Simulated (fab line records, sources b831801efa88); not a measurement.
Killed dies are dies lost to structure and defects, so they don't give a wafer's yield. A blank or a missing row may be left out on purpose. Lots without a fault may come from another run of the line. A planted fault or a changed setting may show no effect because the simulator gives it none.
Split-lot experiment | flow gf180mcu | 5 lots, 23 wafers read, on a route of 602 steps

THE SPLIT
At GF_PASSIVATION_ETCH_11 (etches the open film in CF4/O2, stops on TiN, target depth 1800 nm, time 400 s), the setting source_w was moved away from the recipe's 800 W on 7 of the 23 wafers read, by -6.5% to +11.2%. The other wafers ran this setting at the recipe's value.

The reading is taken at the split's own step.

THE READING
coat_of_PASSIVATION_COAT_06.thk_nm (the simulator's own value, which no gauge read), in nm, at GF_PASSIVATION_ETCH_11 (etches the open film in CF4/O2, stops on TiN, target depth 1800 nm, time 400 s). The file gives no usual value for it. The 16 wafers here that ran the recipe average 2796 nm, standard deviation 13 nm.

wafer  | tool, chamber at the split | source_w as run, W | against the recipe | coat_of_PASSIVATION_COAT_06.thk_nm, nm | against lot-mates on the recipe
L075.1 | rie_diel-01, 0             | 800                | recipe             | 2808                                   | -
L075.4 | rie_diel-01, 2             | 800                | recipe             | 2784                                   | -
L075.6 | rie_diel-01, 0             | 800                | recipe             | 2805                                   | -
L077.1 | rie_diel-02, 1             | 748                | -6.5%              | 2861                                   | +87
L077.2 | rie_diel-02, 3             | 800                | recipe             | 2770                                   | -
L077.3 | rie_diel-02, 0             | 748                | -6.5%              | 2855                                   | +81
L077.5 | rie_diel-02, 0             | 800                | recipe             | 2778                                   | -
L077.6 | rie_diel-02, 3             | 748                | -6.5%              | 2846                                   | +72
L078.1 | rie_diel-02, 0             | 881.1              | +10.1%             | 2701                                   | -103
L078.2 | rie_diel-02, 1             | 800                | recipe             | 2811                                   | -
L078.3 | rie_diel-02, 2             | 881.1              | +10.1%             | 2684                                   | -120
L078.4 | rie_diel-02, 3             | 800                | recipe             | 2793                                   | -
L078.6 | rie_diel-02, 0             | 800                | recipe             | 2807                                   | -
L079.1 | rie_diel-01, 0             | 800                | recipe             | 2796                                   | -
L079.2 | rie_diel-01, 1             | 800                | recipe             | 2812                                   | -
L079.3 | rie_diel-01, 2             | 800                | recipe             | 2798                                   | -
L079.4 | rie_diel-01, 1             | 800                | recipe             | 2817                                   | -
L079.5 | rie_diel-01, 2             | 800                | recipe             | 2787                                   | -
L083.2 | rie_diel-01, 3             | 800                | recipe             | 2795                                   | -
L083.3 | rie_diel-01, 0             | 889.2              | +11.2%             | 2698                                   | -94
L083.4 | rie_diel-01, 2             | 800                | recipe             | 2794                                   | -
L083.5 | rie_diel-01, 3             | 800                | recipe             | 2786                                   | -
L083.6 | rie_diel-01, 2             | 889.2              | +11.2%             | 2682                                   | -110

THE FIT
A straight line over all 23 wafers: coat_of_PASSIVATION_COAT_06.thk_nm changes by -9.6 nm for each +1% of source_w; r = -0.97; the points scatter about the line by 12 nm.
The same after taking each lot's own level away (the mean of its wafers on the recipe; 23 wafers): -10.6 nm for each +1%; r = -0.98; scatter 11 nm.
On that fit, the largest move of source_w shifts the reading by 1.2e+02 nm.
The lots' own levels span 2774.0 to 2803.7 nm, that is 2.3 times the standard deviation above.
So the lot-to-lot level changes the slope little: the two slopes agree.
Check: with one of the wafers moved furthest among these (+11.2%) left out of the fit, the line predicts -122 nm for it against its lot-mates. It came out at -93.7 nm against them.

OTHER SPLITS ON THESE WAFERS
These wafers also went through other splits before the reading. Each is held against what the fit with the lots' levels taken away leaves over:
other split on the same wafers | wafers away from the commonest value | r with coat_of_PASSIVATION_COAT_06.thk_nm (lot level and that fit taken away)
GF_M5_METAL_ETCH_10 icp_w      | 5                                    | +0.01
GF_V5_COAT_09 resist_thk_nm    | 8                                    | -0.37
GF_V5_CVD_23 pressure_torr     | 10                                   | -0.22
GF_TOP_METAL_SPUTTER_01 time_s | 6                                    | -0.02
GF_TOP_METAL_EXPOSE_11 dose_mj | 7                                    | +0.01

THE WHOLE CHAIN: every reading that the file lists as answering this split, in the file's order
step                    | what it does                                                                   | reading                                                                             | change (the file's fit)              | r (the file's)
GF_PASSIVATION_ETCH_11  | etches the open film in CF4/O2, stops on TiN, target depth 1800 nm, time 400 s | coat_of_PASSIVATION_COAT_06.thk_nm (the simulator's own value, which no gauge read) | -10.4 nm for each +1% of the setting | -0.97
GF_PASSIVATION_STRIP_12 | strips in O2/N2                                                                | strip_time_to_endpoint_s                                                            | withheld for each +1% of the setting | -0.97

THE FILE'S OWN FIT
coat_of_PASSIVATION_COAT_06.thk_nm changes by -10.4 nm for each +1% of source_w, r = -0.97.
